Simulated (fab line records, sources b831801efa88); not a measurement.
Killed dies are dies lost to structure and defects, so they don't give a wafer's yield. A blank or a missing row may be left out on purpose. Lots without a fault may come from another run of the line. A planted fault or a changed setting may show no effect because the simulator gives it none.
fab line records | flow gf180mcu
record lots=24 wafers=72 last_day=34
route steps=602 shown HV_LDD@208 SAB@274 V1@353 M3@425 V3@430 V5@558
lots that met no fault: from a run of the same line without faults
start_h: hours from the record's first day to the start of the lot's first wafer shown | wait_h: hours since the lot's step before | " the same as in the row above | L1.1+2: a row that stands for several wafers | - no value, or no start given | * or withheld: withheld | < > ~ a bound
route shown NAME@n: a module of which the file shows steps, and the number in the route of the first | usual: mean/standard deviation of fault-free wafers | same: alike in all rows | chamber/n: place in a boat | sites: the reading at each site | _std_site: their standard deviation | _edge_site: outer sites' mean less inner sites' | radius_mm: how far each site lies from the wafer's centre | mask NAME#n: copy n | behind: the tool/chamber that last shaped the wafer | hold: why the lot was held/for how many hours/how that ended | device: the transistor (n, p or np) that didn't switch | end of line: the same wafers' tests at the end of the route | a step without rows: its recipe alone | killed: dies lost to structure and defects at the first sort, not the wafer's yield | map: a wafer's dies, x killed, . not, _ none there
set.NAME: the setting as run; set.NAME@STEP: as run at that earlier step | model.NAME: the simulator's own value behind a step, which no gauge read
steps of the route over a sample of lots; a table a step, a row a wafer
services: from which hour (start_h, from the record's first day; less than 0 if before it) a tool's chamber was out of use, for how many hours, and why
## steps
# step GF_HV_LDD_OVL_MEAS_32
# usual HV_LDD_02_OVL=-1.2/1.4
# columns lot.wafer tool chamber start_h wait_h HV_LDD_02_OVL[nm]
L074.1 overlay-01 - 251.38 0.1 -1.5
L074.3 " - " " -3.1
L074.4 " - " " -2.3
L075.1 overlay-01 - 260.64 0.1 0.8
L075.3 " - " " 0.1
L075.4 " - " " -0.1
L076.1 overlay-02 - 268.38 0.1 0.7
L076.3 " - " " 0.9
L076.6 " - " " 0.5
L077.3 overlay-01 - 277.99 0.1 -1.0
L077.4 " - " " -0.9
L077.5 " - " " 1.0
L078.1 overlay-01 - 286.85 0.1 -0.6
L078.4 " - " " -1.3
L078.6 " - " " -1.5
L079.2 overlay-01 - 291.45 0.1 0.0
L079.5 " - " " -1.2
L079.6 " - " " -1.3
L080.3 overlay-02 - 301.75 0.1 0.2
L080.5 " - " " 2.0
L080.6 " - " " 1.1
L081.4 overlay-02 - 309.86 0.1 0.6
L081.5 " - " " -0.1
L081.6 " - " " -0.9
L082.1 overlay-01 - 315.94 0.1 0.8
L082.2 " - " " -2.0
L082.4 " - " " -2.6
L083.1 overlay-02 - 325.83 0.1 -2.6
L083.3 " - " " -2.3
L083.6 " - " " -3.8
L084.1 overlay-02 - 331.69 0.1 -0.6
L084.5 " - " " -2.4
L084.6 " - " " -0.5
L085.3 overlay-02 - 334.49 0.1 0.0
L085.5 " - " " -0.5
L085.6 " - " " -0.3
L086.1 overlay-01 - 345.17 0.1 -1.0
L086.2 " - " " -1.7
L086.6 " - " " -0.5
L087.3 overlay-01 - 351.35 0.1 -1.3
L087.4 " - " " 0.4
L087.5 " - " " -0.6
L088.3 overlay-02 - 373.99 0.1 -0.7
L088.5 " - " " 0.0
L088.6 " - " " -1.5
L089.2 overlay-02 - 378.74 0.1 0.5
L089.3 " - " " -1.8
L089.5 " - " " 0.5
L090.1 overlay-01 - 381.42 0.1 -0.3
L090.2 " - " " -0.9
L090.3 " - " " -3.5
L091.2 overlay-02 - 386.19 0.1 -0.2
L091.5 " - " " -0.9
L091.6 " - " " -0.2
L092.1 overlay-01 - 399.28 0.1 -1.8
L092.2 " - " " -1.5
L092.5 " - " " -1.2
L093.4 overlay-02 - 409.45 0.1 -1.0
L093.5 " - " " -1.9
L093.6 " - " " -2.1
L094.4 overlay-01 - 410.65 0.1 -3.5
L094.5 " - " " -3.8
L094.6 " - " " -4.7
L095.1 overlay-02 - 424.82 0.1 -1.7
L095.4 " - " " -1.3
L095.5 " - " " -2.5
L096.1 overlay-01 - 426.07 0.1 -2.3
L096.2 " - " " -2.9
L096.3 " - " " -3.0
L097.1 overlay-01 - 433.54 0.1 -1.8
L097.3 " - " " -0.5
L097.5 " - " " -2.8
# step GF_SAB_OVL_MEAS_10
# usual SAB_OVL=-0.7/1.5
# columns lot.wafer tool chamber start_h wait_h SAB_OVL[nm]
L074.1 overlay-02 - 335.74 0.1 0.5
L074.3 " - " " 1.0
L074.4 " - " " -1.1
L075.1 overlay-02 - 348.53 0.1 0.3
L075.3 " - " " 2.4
L075.4 " - " " 1.5
L076.1 overlay-02 - 357.03 0.1 1.5
L076.3 " - " " 0.5
L076.6 " - " " -0.3
L077.3 overlay-01 - 364.95 0.1 -0.1
L077.4 " - " " -3.7
L077.5 " - " " -1.0
L078.1 overlay-02 - 376.20 0.1 -0.2
L078.4 " - " " -0.4
L078.6 " - " " 0.8
L079.2 overlay-01 - 384.35 0.1 -1.0
L079.5 " - " " 0.5
L079.6 " - " " 0.3
L080.3 overlay-02 - 392.65 0.1 -1.9
L080.5 " - " " -2.0
L080.6 " - " " -1.1
L081.4 overlay-02 - 402.80 0.1 -1.5
L081.5 " - " " 0.3
L081.6 " - " " -1.9
L082.1 overlay-02 - 408.90 0.1 -1.5
L082.2 " - " " 0.3
L082.4 " - " " -1.1
L083.1 overlay-01 - 424.39 0.1 1.0
L083.3 " - " " -0.4
L083.6 " - " " -1.8
L084.1 overlay-01 - 426.70 0.1 -0.3
L084.5 " - " " 1.1
L084.6 " - " " -1.4
L085.3 overlay-01 - 429.31 0.1 -3.2
L085.5 " - " " -1.0
L085.6 " - " " -3.3
L086.1 overlay-01 - 442.65 0.1 -3.0
L086.2 " - " " -2.6
L086.6 " - " " -1.9
L087.3 overlay-02 - 454.05 0.1 -2.9
L087.4 " - " " -2.2
L087.5 " - " " -3.3
L088.3 overlay-02 - 474.76 0.1 -1.1
L088.5 " - " " -2.6
L088.6 " - " " -2.2
L089.2 overlay-02 - 479.10 0.1 -0.9
L089.3 " - " " -2.0
L089.5 " - " " -3.4
L090.1 overlay-02 - 481.30 0.1 -2.6
L090.2 " - " " -1.0
L090.3 " - " " -1.4
L091.2 overlay-02 - 487.03 0.1 0.0
L091.5 " - " " 0.6
L091.6 " - " " 2.0
L092.1 overlay-02 - 498.85 0.1 -1.0
L092.2 " - " " -3.5
L092.5 " - " " -1.1
L094.4 overlay-02 - 512.36 0.1 0.9
L094.5 " - " " 0.3
L094.6 " - " " -2.4
L093.4 overlay-02 - 512.95 0.1 -0.6
L093.5 " - " " 2.0
L093.6 " - " " 0.6
L095.1 overlay-02 - 526.64 0.1 -2.2
L095.4 " - " " -1.1
L095.5 " - " " 0.0
L096.1 overlay-02 - 527.33 0.1 0.1
L096.2 " - " " 0.1
L096.3 " - " " 1.1
L097.1 overlay-01 - 531.88 0.1 -0.8
L097.3 " - " " -0.9
L097.5 " - " " -0.7
# step GF_V1_STRIP_18
# recipe chemistry=O2/N2 power_w=1400 pressure_mtorr=1500 platen_temp_c=250 o2_flow_sccm=3000 n2_flow_sccm=300 overash_fraction=0.5
# usual drypump_motor_current_A=5.4/0.41 heater_power_w=319/25 oes_product_au=0.590/0.005
# columns lot.wafer tool chamber start_h wait_h drypump_motor_current_A heater_power_w oes_product_au rf_hours_counter_h
L074.1 plasma_asher-02 1 407.19 - 4.9 345 0.588 31
L074.3 " 1 " " 4.9 361 0.593 -
L074.4 " 0 " " 5.4 287 0.591 -
L075.1 plasma_asher-02 0 421.99 - 5.4 291 0.590 32
L075.3 " 0 " " 5.4 293 0.597 -
L075.4 " 1 " " 4.9 352 0.588 -
L076.1 plasma_asher-01 0 430.46 - 5.3 316 0.585 0
L076.3 " 0 " " 5.2 319 0.591 -
L076.6 " 0 " " 5.2 332 0.596 -
L077.3 plasma_asher-01 0 439.48 - 5.2 320 0.588 -
L077.4 " 1 " " 6.1 307 0.591 -
L077.5 " 1 " " 6.1 294 0.592 -
L078.1 plasma_asher-02 0 451.79 - 5.5 283 0.592 36
L078.4 " 1 " " 4.9 349 0.589 -
L078.6 " 1 " " 4.9 358 0.586 -
L079.2 plasma_asher-01 0 462.30 - 5.2 320 0.583 3
L079.5 " 1 " " 6.1 304 0.597 -
L079.6 " 0 " " 5.2 329 0.585 -
L080.3 plasma_asher-02 0 469.22 - 5.5 284 0.594 -
L080.5 " 1 " " 4.9 356 0.595 -
L080.6 " 0 " " 5.5 288 0.599 -
L081.4 plasma_asher-01 0 481.23 - 5.2 323 0.594 -
L081.5 " 1 " " 6.0 299 0.584 -
L081.6 " 0 " " 5.2 338 0.597 -
L082.1 plasma_asher-02 1 486.06 - 4.9 358 0.592 40
L082.2 " 0 " " 5.5 287 0.589 40
L082.4 " 0 " " 5.4 282 0.598 -
L083.1 plasma_asher-01 0 501.61 - 5.2 331 0.597 8
L083.3 " 1 " " 6.1 295 0.593 -
L083.6 " 0 " " 5.2 326 0.588 -
L084.1 plasma_asher-01 1 504.01 - 6.1 296 0.585 8
L084.5 " 0 " " 5.2 328 0.587 -
L084.6 " 1 " " 6.0 300 0.592 -
L085.3 plasma_asher-03 1 507.77 - 5.7 327 0.583 -
L085.5 " 0 " " 5.1 337 0.593 -
L085.6 " 1 " " 5.7 334 0.592 -
L086.1 plasma_asher-01 1 518.70 - 6.1 306 0.598 9
L086.2 " 0 " " 5.2 322 0.586 9
L086.6 " 0 " " 5.2 326 0.588 -
L087.3 plasma_asher-01 1 529.50 - 6.0 294 0.595 -
L087.4 " 0 " " 5.2 333 0.586 -
L087.5 " 0 " " 5.2 332 0.591 -
L088.3 plasma_asher-03 1 547.93 - 5.7 331 0.591 -
L088.5 " 1 " " 5.7 322 0.580 -
L088.6 " 0 " " 5.1 346 0.585 -
L089.2 plasma_asher-01 0 552.99 - 5.2 324 0.586 13
L089.3 " 0 " " 5.2 330 0.585 -
L089.5 " 1 " " 6.1 303 0.584 -
L090.1 plasma_asher-01 1 555.31 - 6.1 306 0.584 13
L090.2 " 0 " " 5.2 326 0.595 13
L090.3 " 1 " " 6.0 305 0.594 -
L091.2 plasma_asher-02 1 561.16 - 5.0 361 0.593 48
L091.5 " 1 " " 4.9 364 0.587 -
L091.6 " 0 " " 5.4 295 0.598 -
L092.1 plasma_asher-03 1 572.58 - 5.7 330 0.588 90
L092.2 " 0 " " 5.1 343 0.584 90
L092.5 " 0 " " 5.1 345 0.590 -
L094.4 plasma_asher-02 1 584.34 - 4.9 360 0.587 -
L094.5 " 0 " " 5.5 285 0.587 -
L094.6 " 1 " " 4.9 346 0.589 -
L093.4 plasma_asher-01 0 585.36 - 5.2 319 0.590 -
L093.5 " 0 " " 5.2 328 0.585 -
L093.6 " 1 " " 6.1 303 0.589 -
L095.1 plasma_asher-01 0 597.01 - 5.3 323 0.586 18
L095.4 " 0 " " 5.2 325 0.592 -
L095.5 " 1 " " 6.1 305 0.591 -
L096.1 plasma_asher-02 1 598.45 - 4.9 357 0.592 52
L096.2 " 0 " " 5.5 290 0.588 52
L096.3 " 1 " " 4.9 348 0.589 -
L097.1 plasma_asher-02 1 601.61 - 4.9 353 0.596 53
L097.3 " 0 " " 5.4 292 0.583 -
L097.5 " 1 " " 4.9 366 0.595 -
# step GF_M3_METAL_ETCH_16
# recipe chemistry=Cl2/BCl3 mask_material=KrF target_depth_nm=627.5 stop_on=SiO2 pressure_mtorr=8 icp_w=800 bias_w=140 Cl2_flow_sccm=80 bcl3_flow_sccm=40 time_s=104.6
# usual bcl3_flow_sccm=40.02/0.11 drypump_motor_current_A=5.6/0.39 oes_product_au=0.972/0.0078 throttle_valve_pct=28.250/0.011
# columns lot.wafer tool chamber start_h wait_h bcl3_flow_sccm drypump_motor_current_A oes_product_au rf_hours_counter_h throttle_valve_pct
L074.1 rie_metal-03 0 484.46 0.0 39.92 5.3 0.974 4.5 28.241
L074.3 " 1 " " 39.85 5.9 0.974 - 28.247
L074.4 " 0 " " 40.09 5.3 0.985 - 28.247
L075.1 rie_metal-04 1 498.76 0.0 40.10 5.0 0.971 11.1 28.261
L075.3 " 1 " " 39.98 5.0 0.962 - 28.232
L075.4 " 1 " " 39.99 5.0 0.972 - 28.247
L076.1 rie_metal-01 1 507.96 0.0 39.92 6.1 0.964 8.8 28.265
L076.3 " 1 " " 39.80 6.1 0.972 - 28.254
L076.6 " 0 " " 40.20 6.3 0.965 - 28.241
L077.3 rie_metal-03 1 516.17 0.1 39.86 5.9 0.964 - 28.246
L077.4 " 0 " " 39.92 5.3 0.960 - 28.255
L077.5 " 1 " " 40.06 5.9 0.948 - 28.262
L078.1 rie_metal-03 0 527.71 0.0 40.07 5.3 0.974 5.7 28.243
L078.4 " 0 " " 40.14 5.3 0.975 - 28.244
L078.6 " 1 " " 40.38 5.9 0.971 - 28.250
L079.2 rie_metal-01 1 537.51 0.0 39.95 6.1 0.985 9.2 28.253
L079.5 " 1 " " 40.21 6.1 0.974 - 28.258
L079.6 " 0 " " 40.00 6.3 0.985 - 28.251
L080.3 rie_metal-01 0 544.62 0.1 39.95 6.3 0.971 - 28.254
L080.5 " 0 " " 39.93 6.3 0.971 - 28.260
L080.6 " 1 " " 39.82 6.1 0.966 - 28.236
L081.4 rie_metal-04 0 554.87 0.0 39.93 5.6 0.958 - 28.241
L081.5 " 0 " " 39.90 5.6 0.977 - 28.252
L081.6 " 1 " " 39.89 5.1 0.984 - 28.236
L082.1 rie_metal-03 0 559.18 0.0 39.94 5.3 0.963 6.6 28.255
L082.2 " 1 " " 39.89 5.9 0.967 6.0 28.265
L082.4 " 1 " " 40.03 5.9 0.962 - 28.255
L083.1 rie_metal-04 0 574.73 0.0 40.01 5.6 0.977 2.4 28.255
L083.3 " 0 " " 40.05 5.6 0.968 - 28.244
L083.6 " 0 " " 40.06 5.6 0.975 - 28.251
L084.1 rie_metal-03 1 576.03 0.0 40.15 5.9 0.985 6.5 28.244
L084.5 " 1 " " 40.11 5.9 0.979 - 28.250
L084.6 " 0 " " 39.76 5.3 0.972 - 28.255
L085.3 rie_metal-04 0 579.90 0.1 40.19 5.6 0.969 - 28.263
L085.5 " 0 " " 40.16 5.6 0.952 - 28.254
L085.6 " 0 " " 40.02 5.6 0.967 - 28.261
L086.1 rie_metal-04 0 590.36 0.0 39.88 5.6 0.971 3.9 28.240
L086.2 " 0 " " 40.13 5.6 0.976 - 28.257
L086.6 " 0 " " 39.93 5.6 0.971 - 28.251
L087.3 rie_metal-03 0 601.15 0.1 40.07 5.3 0.962 - 28.263
L087.4 " 1 " " 40.03 5.9 0.958 - 28.263
L087.5 " 1 " " 40.02 5.9 0.976 - 28.252
L088.3 rie_metal-03 0 616.87 0.1 40.04 5.3 0.967 - 28.258
L088.5 " 1 " " 40.02 5.9 0.977 - 28.248
L088.6 " 0 " " 40.02 5.3 0.961 - 28.262
L089.2 rie_metal-04 1 622.36 0.0 39.94 5.0 0.967 0.8 28.248
L089.3 " 1 " " 39.91 5.0 0.966 - 28.262
L089.5 " 1 " " 39.95 5.0 0.972 - 28.256
L090.1 rie_metal-01 0 624.36 0.0 39.87 6.4 0.980 10.1 28.235
L090.2 " 0 " " 39.91 6.4 0.974 - 28.257
L090.3 " 0 " " 40.00 6.4 0.977 - 28.243
L091.2 rie_metal-04 1 629.04 0.0 40.08 5.0 0.984 1.0 28.219
L091.5 " 0 " " 40.10 5.6 0.971 - 28.253
L091.6 " 1 " " 40.08 5.0 0.980 - 28.257
L092.1 rie_metal-03 0 639.01 0.0 40.22 5.3 0.978 9.6 28.252
L092.2 " 1 " " 39.96 5.9 0.977 9.0 28.240
L092.5 " 1 " " 40.01 5.9 0.975 - 28.254
L094.4 rie_metal-03 0 649.81 0.0 40.02 5.3 0.971 - 28.250
L094.5 " 0 " " 40.10 5.3 0.984 - 28.231
L094.6 " 1 " " 39.96 5.9 0.980 - 28.254
L093.4 rie_metal-04 0 651.89 0.0 40.01 5.6 0.971 - 28.250
L093.5 " 1 " " 40.01 5.1 0.985 - 28.249
L093.6 " 0 " " 39.97 5.6 0.969 - 28.252
L095.1 rie_metal-04 1 661.91 0.0 39.95 5.1 0.979 2.0 28.237
L095.4 " 0 " " 40.11 5.6 0.976 - 28.254
L095.5 " 0 " " 39.93 5.6 0.976 - 28.252
L096.1 rie_metal-04 1 663.16 0.0 40.11 5.1 0.974 2.1 28.243
L096.2 " 0 " " 40.11 5.6 0.967 6.3 28.248
L096.3 " 1 " " 40.04 5.0 0.970 - 28.245
L097.1 rie_metal-03 1 666.11 0.0 39.95 5.9 0.974 9.9 28.247
L097.3 " 1 " " 40.00 5.9 0.975 - 28.244
L097.5 " 0 " " 39.87 5.3 0.979 - 28.242
# step GF_V3_THK_MEAS_01
# recipe reads=SiO2_of_V3_CVD_00
# usual V3_CVD_00_THK=573/6.1
# columns lot.wafer tool chamber start_h wait_h V3_CVD_00_THK[nm]
L074.1 film_metro-04 - 485.23 0.1 571
L074.3 " - " " 577
L074.4 " - " " 565
L075.1 film_metro-02 - 499.59 0.0 579
L075.3 " - " " 579
L075.4 " - " " 560
L076.1 film_metro-04 - 508.68 0.0 579
L076.3 " - " " 586
L076.6 " - " " 574
L077.3 film_metro-03 - 516.89 0.1 570
L077.4 " - " " 565
L077.5 " - " " 562
L078.1 film_metro-03 - 528.46 0.0 578
L078.4 " - " " 575
L078.6 " - " " 574
L079.2 film_metro-04 - 538.24 0.0 570
L079.5 " - " " 576
L079.6 " - " " 573
L080.3 film_metro-02 - 545.39 0.1 577
L080.5 " - " " 569
L080.6 " - " " 574
L081.4 film_metro-04 - 555.61 0.1 566
L081.5 " - " " 576
L081.6 " - " " 580
L082.1 film_metro-04 - 559.90 0.0 570
L082.2 " - " " 559
L082.4 " - " " 564
L083.1 film_metro-04 - 575.63 0.1 576
L083.3 " - " " 567
L083.6 " - " " 568
L084.1 film_metro-03 - 576.82 0.1 579
L084.5 " - " " 578
L084.6 " - " " 582
L085.3 film_metro-02 - 580.72 0.1 573
L085.5 " - " " 577
L085.6 " - " " 576
L086.1 film_metro-03 - 591.23 0.1 572
L086.2 " - " " 573
L086.6 " - " " 576
L087.3 film_metro-02 - 601.90 0.1 571
L087.4 " - " " 574
L087.5 " - " " 570
L088.3 film_metro-04 - 619.06 0.1 569
L088.5 " - " " 574
L088.6 " - " " 571
L089.2 film_metro-04 - 623.08 0.0 570
L089.3 " - " " 569
L089.5 " - " " 570
L090.1 film_metro-04 - 625.19 0.0 581
L090.2 " - " " 569
L090.3 " - " " 567
L091.2 film_metro-04 - 629.78 0.0 570
L091.5 " - " " 563
L091.6 " - " " 571
L092.1 film_metro-02 - 639.73 0.0 578
L092.2 " - " " 570
L092.5 " - " " 576
L094.4 film_metro-04 - 650.53 0.0 576
L094.5 " - " " 577
L094.6 " - " " 574
L093.4 film_metro-02 - 652.64 0.0 568
L093.5 " - " " 574
L093.6 " - " " 570
L095.1 film_metro-04 - 662.62 0.0 585
L095.4 " - " " 583
L095.5 " - " " 573
L096.1 film_metro-04 - 663.87 0.0 568
L096.2 " - " " 563
L096.3 " - " " 573
L097.1 film_metro-04 - 666.82 0.0 577
L097.3 " - " " 569
L097.5 " - " " 572
# step GF_V5_STRIP_18
# recipe chemistry=O2/N2 power_w=1400 pressure_mtorr=1500 platen_temp_c=250 o2_flow_sccm=3000 n2_flow_sccm=300 overash_fraction=0.5
# usual drypump_motor_current_A=5.5/0.32 heater_power_w=314/19 oes_product_au=0.569/0.0049
# columns lot.wafer tool chamber start_h wait_h drypump_motor_current_A heater_power_w oes_product_au rf_hours_counter_h
L074.1 plasma_asher-04 0 626.08 - 5.5 315 0.560 90
L074.3 " 1 " " 5.4 285 0.565 -
L074.4 " 0 " " 5.5 324 0.560 -
L075.1 plasma_asher-01 1 636.77 - 6.1 293 0.560 22
L075.3 " 0 " " 5.2 321 0.567 -
L075.4 " 1 " " 6.1 295 0.574 -
L076.1 plasma_asher-04 0 645.54 - 5.5 322 0.568 91
L076.3 " 1 " " 5.4 291 0.566 -
L076.6 " 1 " " 5.4 284 0.569 -
L077.3 plasma_asher-01 1 652.51 - 6.1 306 0.576 -
L077.4 " 0 " " 5.2 316 0.575 -
L077.5 " 1 " " 6.1 304 0.567 -
L078.1 plasma_asher-03 0 663.32 - 5.1 359 0.577 98
L078.4 " 0 " " 5.1 352 0.567 -
L078.6 " 0 " " 5.1 347 0.567 -
L079.2 plasma_asher-01 0 671.83 - 5.2 330 0.573 26
L079.5 " 1 " " 6.0 297 0.575 -
L079.6 " 0 " " 5.3 322 0.563 -
L080.3 plasma_asher-01 1 676.57 - 6.1 303 0.561 -
L080.5 " 1 " " 6.1 294 0.558 -
L080.6 " 0 " " 5.2 333 0.567 -
L081.4 plasma_asher-01 1 685.35 - 6.0 294 0.576 -
L081.5 " 1 " " 6.1 300 0.573 -
L081.6 " 0 " " 5.3 326 0.570 -
L082.1 plasma_asher-03 0 689.47 - 5.1 345 0.573 101
L082.2 " 1 " " 5.7 336 0.569 101
L082.4 " 1 " " 5.7 333 0.562 -
L083.1 plasma_asher-01 0 702.47 - 5.2 321 0.561 29
L083.3 " 1 " " 6.1 299 0.569 -
L083.6 " 0 " " 5.2 322 0.572 -
L084.1 plasma_asher-01 1 705.07 - 6.1 294 0.563 29
L084.5 " 0 " " 5.2 328 0.568 -
L084.6 " 1 " " 6.1 302 0.570 -
L085.3 plasma_asher-04 0 707.95 - 5.5 319 0.575 -
L085.5 " 1 " " 5.4 289 0.573 -
L085.6 " 0 " " 5.5 318 0.573 -
L086.1 plasma_asher-04 0 716.18 - 5.5 316 0.574 98
L086.2 " 1 " " 5.4 284 0.571 98
L086.6 " 1 " " 5.4 294 0.563 -
L087.3 plasma_asher-03 0 725.75 - 5.1 359 0.573 -
L087.4 " 1 " " 5.7 336 0.569 -
L087.5 " 1 " " 5.7 329 0.570 -
L088.3 plasma_asher-04 1 739.70 - 5.4 294 0.569 -
L088.5 " 1 " " 5.4 282 0.570 -
L088.6 " 0 " " 5.5 309 0.571 -
L089.2 plasma_asher-04 1 744.37 - 5.4 291 0.569 102
L089.3 " 0 " " 5.5 316 0.562 -
L089.5 " 0 " " 5.5 330 0.565 -
L090.1 plasma_asher-01 1 745.78 - 6.1 298 0.570 34
L090.2 " 0 " " 5.2 321 0.570 34
L090.3 " 0 " " 5.2 326 0.566 -
L091.2 plasma_asher-04 1 749.81 - 5.4 295 0.566 102
L091.5 " 1 " " 5.4 294 0.568 -
L091.6 " 0 " " 5.5 316 0.571 -
L092.1 plasma_asher-03 1 756.96 - 5.7 346 0.569 1
L092.2 " 0 " " 5.1 338 0.576 1
L092.5 " 1 " " 5.7 347 0.571 -
L094.4 plasma_asher-04 1 766.21 - 5.4 281 0.568 -
L094.5 " 1 " " 5.4 287 0.576 -
L094.6 " 0 " " 5.5 318 0.574 -
L093.4 plasma_asher-01 1 767.70 - 6.0 293 0.568 -
L093.5 " 1 " " 6.1 306 0.556 -
L093.6 " 0 " " 5.2 319 0.574 -
L095.1 plasma_asher-04 0 775.96 - 5.5 325 0.565 105
L095.4 " 0 " " 5.5 324 0.574 -
L095.5 " 1 " " 5.4 291 0.570 -
L096.1 plasma_asher-03 0 777.07 - 5.1 323 0.568 3
L096.2 " 1 " " 5.7 346 0.567 3
L096.3 " 0 " " 5.1 327 0.570 -
L097.1 plasma_asher-01 0 780.72 - 5.2 323 0.561 37
L097.3 " 0 " " 5.3 327 0.569 -
L097.5 " 1 " " 6.1 287 0.554 -
## services
# columns tool chamber start_h hours kind
plasma_asher-01 - 421.25 9.0 pm
plasma_asher-01 0 421.25 9.0 vent_cycle
plasma_asher-01 1 421.25 9.0 vent_cycle
plasma_asher-01 0 430.25 - clean
plasma_asher-03 - 463.07 28.1 pm
rie_metal-01 - 490.62 15.6 pm
plasma_asher-01 - 506.67 6.7 repair
plasma_asher-02 - 508.51 3.3 repair
rie_metal-01 - 522.21 14.6 pm
plasma_asher-04 - 551.81 9.4 repair
rie_metal-01 - 564.52 28.1 pm
plasma_asher-04 - 575.97 0.5 repair
rie_metal-04 - 594.44 0.9 repair
plasma_asher-03 - 616.22 12.9 repair
plasma_asher-04 - 634.61 9.1 repair
plasma_asher-04 - 644.44 0.5 repair
plasma_asher-04 - 661.94 2.8 pm
rie_metal-01 1 687.48 36.7 repair
plasma_asher-02 - 696.87 6.3 repair
rie_metal-01 - 712.01 4.3 pm
plasma_asher-03 - 712.55 1.2 repair
plasma_asher-03 - 733.75 9.0 pm
plasma_asher-03 - 766.61 2.8 pm
rie_metal-03 0 771.98 5.0 repair
## key
fault none
